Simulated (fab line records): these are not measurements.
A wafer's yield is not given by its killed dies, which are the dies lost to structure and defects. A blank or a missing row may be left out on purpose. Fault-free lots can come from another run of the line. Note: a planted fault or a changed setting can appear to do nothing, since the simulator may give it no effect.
The tool behind it: which one? || flow gf180mcu || 24 lots, 72 wafers sampled, at 2 steps of a route of 602

== WHAT THE GAUGES READ, wafer by wafer ==
GF_DNWELL_TW_MEAS_09. Usual: DNWELL_TW 1359, standard deviation 7.9.
{"lot": "L074", "measured": "day 2 18:46", "on": "film_metro-03", "DNWELL_TW": "1358 1370 1381", "flag": ""}
{"lot": "L075", "measured": "day 3 01:25", "on": "film_metro-03", "DNWELL_TW": "1355 1355 1351", "flag": ""}
{"lot": "L076", "measured": "day 3 05:40", "on": "film_metro-04", "DNWELL_TW": "1366 1359 1366", "flag": ""}
{"lot": "L077", "measured": "day 3 10:32", "on": "film_metro-03", "DNWELL_TW": "1357 1359 1360", "flag": ""}
{"lot": "L078", "measured": "day 3 16:37", "on": "film_metro-04", "DNWELL_TW": "1370 1375 1376", "flag": ""}
{"lot": "L079", "measured": "day 3 20:04", "on": "film_metro-04", "DNWELL_TW": "1356 1348 1362", "flag": ""}
{"lot": "L080", "measured": "day 4 01:46", "on": "film_metro-04", "DNWELL_TW": "1358 1359 1357", "flag": ""}
{"lot": "L081", "measured": "day 4 10:19", "on": "film_metro-04", "DNWELL_TW": "1360 1356 1363", "flag": ""}
{"lot": "L082", "measured": "day 4 11:55", "on": "film_metro-02", "DNWELL_TW": "1351 1348 1357", "flag": ""}
{"lot": "L083", "measured": "day 4 16:37", "on": "film_metro-04", "DNWELL_TW": "1348 1356 1355", "flag": ""}
{"lot": "L084", "measured": "day 5 01:08", "on": "film_metro-02", "DNWELL_TW": "1356 1358 1358", "flag": ""}
{"lot": "L085", "measured": "day 5 05:43", "on": "film_metro-02", "DNWELL_TW": "1360 1356 1365", "flag": ""}
{"lot": "L086", "measured": "day 5 09:46", "on": "film_metro-03", "DNWELL_TW": "1365 1371 1371", "flag": ""}
{"lot": "L087", "measured": "day 5 16:14", "on": "film_metro-02", "DNWELL_TW": "1361 1368 1362", "flag": ""}
{"lot": "L088", "measured": "day 5 19:10", "on": "film_metro-02", "DNWELL_TW": "1365 1364 1366", "flag": ""}
{"lot": "L089", "measured": "day 6 02:29", "on": "film_metro-04", "DNWELL_TW": "1344 1341 1346", "flag": ""}
{"lot": "L090", "measured": "day 6 06:55", "on": "film_metro-04", "DNWELL_TW": "1356 1350 1347", "flag": ""}
{"lot": "L091", "measured": "day 6 11:50", "on": "film_metro-04", "DNWELL_TW": "1355 1357 1355", "flag": ""}
{"lot": "L092", "measured": "day 6 18:55", "on": "film_metro-02", "DNWELL_TW": "1355 1353 1357", "flag": ""}
{"lot": "L093", "measured": "day 6 23:43", "on": "film_metro-04", "DNWELL_TW": "1348 1347 1353", "flag": ""}
{"lot": "L094", "measured": "day 7 04:35", "on": "film_metro-03", "DNWELL_TW": "1363 1363 1362", "flag": ""}
{"lot": "L095", "measured": "day 7 09:55", "on": "film_metro-03", "DNWELL_TW": "1362 1366 1362", "flag": ""}
{"lot": "L096", "measured": "day 7 15:49", "on": "film_metro-04", "DNWELL_TW": "1352 1358 1353", "flag": ""}
{"lot": "L097", "measured": "day 7 21:58", "on": "film_metro-03", "DNWELL_TW": "1366 1363 1367", "flag": ""}

GF_SAB_OVL_MEAS_10. Usual: SAB_OVL -0.3 nm, standard deviation 1.3.
{"lot": "L074", "measured": "day 14 23:32", "on": "overlay-02", "SAB_OVL (nm)": "-0.2 -0.3 -1.7", "flag": ""}
{"lot": "L075", "measured": "day 15 11:11", "on": "overlay-01", "SAB_OVL (nm)": "-0.9 -1.4 -0.6", "flag": ""}
{"lot": "L076", "measured": "day 15 22:53", "on": "overlay-02", "SAB_OVL (nm)": "2.9 2.3 2.4", "flag": ""}
{"lot": "L077", "measured": "day 16 03:14", "on": "overlay-02", "SAB_OVL (nm)": "-1.1 -0.8 0.0", "flag": ""}
{"lot": "L078", "measured": "day 16 15:08", "on": "overlay-01", "SAB_OVL (nm)": "-0.7 -2.2 -1.3", "flag": ""}
{"lot": "L079", "measured": "day 16 22:05", "on": "overlay-02", "SAB_OVL (nm)": "-0.2 -1.0 0.2", "flag": ""}
{"lot": "L080", "measured": "day 17 05:32", "on": "overlay-02", "SAB_OVL (nm)": "-0.4 -0.2 -0.9", "flag": ""}
{"lot": "L081", "measured": "day 18 05:17", "on": "overlay-01", "SAB_OVL (nm)": "-0.5 -1.4 -1.0", "flag": ""}
{"lot": "L082", "measured": "day 18 07:56", "on": "overlay-01", "SAB_OVL (nm)": "-1.4 -3.4 -2.1", "flag": ""}
{"lot": "L083", "measured": "day 18 14:20", "on": "overlay-01", "SAB_OVL (nm)": "-0.3 -0.1 -1.7", "flag": ""}
{"lot": "L084", "measured": "day 19 03:47", "on": "overlay-01", "SAB_OVL (nm)": "1.7 -1.2 -0.3", "flag": ""}
{"lot": "L085", "measured": "day 19 17:44", "on": "overlay-01", "SAB_OVL (nm)": "0.5 1.2 1.5", "flag": ""}
{"lot": "L086", "measured": "day 19 16:35", "on": "overlay-01", "SAB_OVL (nm)": "0.5 -1.3 0.1", "flag": ""}
{"lot": "L087", "measured": "day 20 03:03", "on": "overlay-01", "SAB_OVL (nm)": "0.7 0.1 0.2", "flag": ""}
{"lot": "L088", "measured": "day 20 11:23", "on": "overlay-02", "SAB_OVL (nm)": "-1.2 1.8 -0.4", "flag": ""}
{"lot": "L089", "measured": "day 21 00:38", "on": "overlay-02", "SAB_OVL (nm)": "0.7 -1.3 0.2", "flag": ""}
{"lot": "L090", "measured": "day 20 23:26", "on": "overlay-01", "SAB_OVL (nm)": "0.5 -1.1 1.5", "flag": ""}
{"lot": "L091", "measured": "day 21 08:05", "on": "overlay-02", "SAB_OVL (nm)": "0.6 2.1 0.6", "flag": ""}
{"lot": "L092", "measured": "day 21 14:29", "on": "overlay-01", "SAB_OVL (nm)": "-2.3 -2.1 -3.0", "flag": ""}
{"lot": "L093", "measured": "day 21 21:35", "on": "overlay-01", "SAB_OVL (nm)": "1.3 -0.2 0.1", "flag": ""}
{"lot": "L094", "measured": "day 22 09:23", "on": "overlay-02", "SAB_OVL (nm)": "1.3 -0.3 -0.3", "flag": ""}
{"lot": "L095", "measured": "day 22 15:05", "on": "overlay-02", "SAB_OVL (nm)": "0.5 0.4 -0.4", "flag": ""}
{"lot": "L096", "measured": "day 22 21:23", "on": "overlay-02", "SAB_OVL (nm)": "0.4 -0.4 -1.4", "flag": ""}
{"lot": "L097", "measured": "day 23 07:21", "on": "overlay-02", "SAB_OVL (nm)": "0.7 0.9 0.3", "flag": ""}

== EACH LOT AND THE TOOL THAT RAN IT (in order: tool; ch and the chambers of the sampled wafers; start) ==
The record shows no process step preceding these readings.

== WHAT THE TOOLS THEMSELVES READ (means of the sampled wafers that have a number; where no wafer has one, the mark that the record gives instead) ==
The record holds no such reading with a usual standard deviation.

== THE ANSWER, worked out from the rows above alone ==
Rule: take the mean of a lot's wafers that have a number; if it is more than 3 standard deviations from the usual mean, the lot is off. A lot without any number at a reading at which 4 lots or more have one is off too. Where the step has rows for the other lots, those lots are counted as sound. First the gauges in route order, then the tools' own readings, where a lot's mean is used as printed above. The first step at which some lot is off is used, and at that step the reading that is off furthest; a lot without a number counts as furthest.
No lot is off on any of the readings shown, so nothing can be concluded from this.

== WHAT THE SIMULATOR HAD INSERTED ==
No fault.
